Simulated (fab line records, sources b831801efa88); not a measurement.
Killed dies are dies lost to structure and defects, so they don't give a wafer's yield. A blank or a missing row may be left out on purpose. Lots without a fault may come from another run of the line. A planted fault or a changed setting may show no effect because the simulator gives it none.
Which tool did it? | flow sky130 | 14 lots, 42 wafers sampled, at 4 steps of a route of 708

WHAT THE GAUGES READ, wafer by wafer
SKY_METAL2_OVL_MEAS_16.
lot  | measured     | on         | METAL2_OVL (nm)
L754 | day 35 15:28 | overlay-01 | -6 -6 -4
L756 | day 35 20:53 | overlay-01 | 8 12 13
L761 | day 37 21:41 | overlay-02 | - - -
L762 | day 38 00:39 | overlay-02 | - - -
L765 | day 38 19:28 | overlay-02 | 4 3 1
L766 | day 39 05:36 | overlay-02 | -5 -6 0
L767 | day 39 11:40 | overlay-02 | 2 0 -3
L769 | day 40 09:55 | overlay-02 | -11 -3 -8
L771 | day 40 16:09 | overlay-01 | 3 3 5
L772 | day 41 01:28 | overlay-02 | 3 3 2
L773 | day 41 08:03 | overlay-02 | -7 -1 -2
L774 | day 41 14:19 | overlay-01 | 4 -1 0
L775 | day 41 23:03 | overlay-02 | -12 -5 0
L776 | day 42 14:19 | overlay-02 | -3 -3 -4

WHICH TOOL RAN EACH LOT (tool, then ch and the chambers of the sampled wafers, then the start)
lot  | SKY_METAL1_ETCH_18                | SKY_VIA1_ETCH_15                   | SKY_METAL2_EXPOSE_12
L754 | rie_metal-03 ch 0, day 33 06:50   | rie_diel-04 ch 1,2,3, day 34 11:31 | krf_scanner-01 ch 0, day 35 02:06
L756 | rie_metal-01 ch 1, day 33 13:31   | rie_diel-03 ch 0,2,3, day 34 17:06 | krf_scanner-02 ch 0, day 35 07:48
L761 | rie_metal-04 ch 0,1, day 35 14:16 | rie_diel-03 ch 2,3, day 36 17:32   | krf_scanner-02, day 37 08:19
L762 | rie_metal-03 ch 0,1, day 35 17:25 | rie_diel-03 ch 0,2,3, day 36 21:14 | krf_scanner-01, day 37 11:25
L765 | rie_metal-01 ch 0,1, day 36 13:53 | rie_diel-01 ch 0,1,3, day 37 17:01 | krf_scanner-01 ch 0, day 38 07:10
L766 | rie_metal-04 ch 0,1, day 37 00:10 | rie_diel-01 ch 1,2,3, day 38 03:02 | krf_scanner-02 ch 0, day 38 17:36
L767 | rie_metal-01 ch 1, day 37 05:31   | rie_diel-03 ch 0,1,3, day 38 08:50 | krf_scanner-01 ch 0, day 38 23:36
L769 | rie_metal-03 ch 0,1, day 38 05:36 | rie_diel-01 ch 0,2,3, day 39 07:56 | krf_scanner-01 ch 0, day 39 22:22
L771 | rie_metal-03 ch 0,1, day 38 11:31 | rie_diel-04 ch 0,3, day 39 13:56   | krf_scanner-02 ch 0, day 40 04:25
L772 | rie_metal-03 ch 0,1, day 38 21:12 | rie_diel-03 ch 1,2,3, day 39 23:08 | krf_scanner-02 ch 0, day 40 12:43
L773 | rie_metal-04 ch 0, day 39 03:57   | rie_diel-03 ch 1,2,3, day 40 05:50 | krf_scanner-02 ch 0, day 40 20:35
L774 | rie_metal-03 ch 0,1, day 39 10:18 | rie_diel-03 ch 1,2, day 40 12:53   | krf_scanner-02 ch 0, day 41 03:13
L775 | rie_metal-04 ch 0, day 39 15:48   | rie_diel-03 ch 0,1, day 40 21:05   | krf_scanner-01 ch 0, day 41 09:40
L776 | rie_metal-03 ch 0, day 40 12:31   | rie_diel-03 ch 0,1,2, day 41 13:14 | krf_scanner-01 ch 0, day 42 03:14
- SKY_METAL1_ETCH_18: etches BARC in N2/H2, stops on SiO2, time 45.9 s, target depth 60 nm.
- SKY_VIA1_ETCH_15: etches SiO2 in C4F8/O2/Ar, stops on TiN, target depth 351 nm, time 54 s.
- SKY_METAL2_EXPOSE_12: exposes mask MM2, target cd 140 nm.

WHAT THE TOOLS THEMSELVES READ (means of the sampled wafers that have a number; where no wafer has one, the mark that the record gives instead)
SKY_METAL1_ETCH_18.
lot  | tool         | drypump_motor_current_A (A) | oes_product_au (a.u.) | throttle_valve_pct (%)
L754 | rie_metal-03 | 6.09                        | 0.852                 | 13.227
L756 | rie_metal-01 | 5.38                        | 0.855                 | 13.227
L761 | rie_metal-04 | 5.68                        | 0.855                 | 13.226
L762 | rie_metal-03 | 6.06                        | 0.855                 | 13.231
L765 | rie_metal-01 | 5.79                        | 0.853                 | 13.225
L766 | rie_metal-04 | 5.82                        | 0.855                 | 13.229
L767 | rie_metal-01 | 5.38                        | 0.854                 | 13.231
L769 | rie_metal-03 | 6.06                        | 0.853                 | 13.218
L771 | rie_metal-03 | 6.05                        | 0.854                 | 13.221
L772 | rie_metal-03 | 6.08                        | 0.859                 | 13.214
L773 | rie_metal-04 | 5.55                        | 0.855                 | 13.225
L774 | rie_metal-03 | 6.07                        | 0.854                 | 13.235
L775 | rie_metal-04 | 5.56                        | 0.856                 | 13.221
L776 | rie_metal-03 | 6.08                        | 0.856                 | 13.222

SKY_VIA1_ETCH_15.
lot  | tool        | oes_product_au (a.u.)
L754 | rie_diel-04 | 0.983
L756 | rie_diel-03 | 0.980
L761 | rie_diel-03 | 0.987
L762 | rie_diel-03 | 0.982
L765 | rie_diel-01 | 0.974
L766 | rie_diel-01 | 0.976
L767 | rie_diel-03 | 0.978
L769 | rie_diel-01 | 0.987
L771 | rie_diel-04 | 0.980
L772 | rie_diel-03 | 0.979
L773 | rie_diel-03 | 0.980
L774 | rie_diel-03 | 0.987
L775 | rie_diel-03 | 0.984
L776 | rie_diel-03 | 0.982

SKY_METAL2_EXPOSE_12.
lot  | tool           | exposure_dose_mJ_cm2 | focus_offset_nm (nm)
L754 | krf_scanner-01 | 27.993               | -0.0
L756 | krf_scanner-02 | 27.973               | 1.4
L761 | krf_scanner-02 | -                    | -
L762 | krf_scanner-01 | -                    | -
L765 | krf_scanner-01 | 27.975               | 0.6
L766 | krf_scanner-02 | 27.918               | 0.1
L767 | krf_scanner-01 | 27.984               | -0.7
L769 | krf_scanner-01 | 27.990               | -0.1
L771 | krf_scanner-02 | 27.942               | 0.2
L772 | krf_scanner-02 | 27.928               | -0.0
L773 | krf_scanner-02 | 27.981               | 0.1
L774 | krf_scanner-02 | 27.963               | -0.3
L775 | krf_scanner-01 | 27.944               | 0.8
L776 | krf_scanner-01 | 27.947               | -0.6

THE ANSWER, worked out from the rows above alone
Rule: what is usual is taken from the lots themselves. Put in order of their means at a reading, lots are off if they are a third of the lots or fewer, leave a main group of 4 or more, and stand apart from it by a gap of 3 or more times the standard deviation of the main group's means; of several such gaps the widest counts. A main group whose means are all the same, to the digits that the tables above print for the reading, isn't used. A lot without any number at a reading at which 4 lots or more have one is off too. The other lots that the step has rows for count as sound. The gauges are gone through in route order, then the tools' own readings, and for those a lot's mean is taken as printed above. The first step at which some lot is off is used, and at that step the reading that is off furthest; a lot without a number counts as furthest.
Off: L761, L762, at SKY_METAL2_OVL_MEAS_16 (METAL2_OVL). Without a number there: L761, L762. The main group: mean -1 nm, standard deviation 5.
A tool fits if, at a process step before that reading, it ran every lot that is off, and no sound lot after the first of them. The gauges at SKY_METAL2_OVL_MEAS_16 aren't tried: what is off there is off at SKY_METAL2_EXPOSE_12 too, on other tools, and a gauge's error can't cause that. None of those tried fits.

WHAT THE SIMULATOR HAD PUT IN
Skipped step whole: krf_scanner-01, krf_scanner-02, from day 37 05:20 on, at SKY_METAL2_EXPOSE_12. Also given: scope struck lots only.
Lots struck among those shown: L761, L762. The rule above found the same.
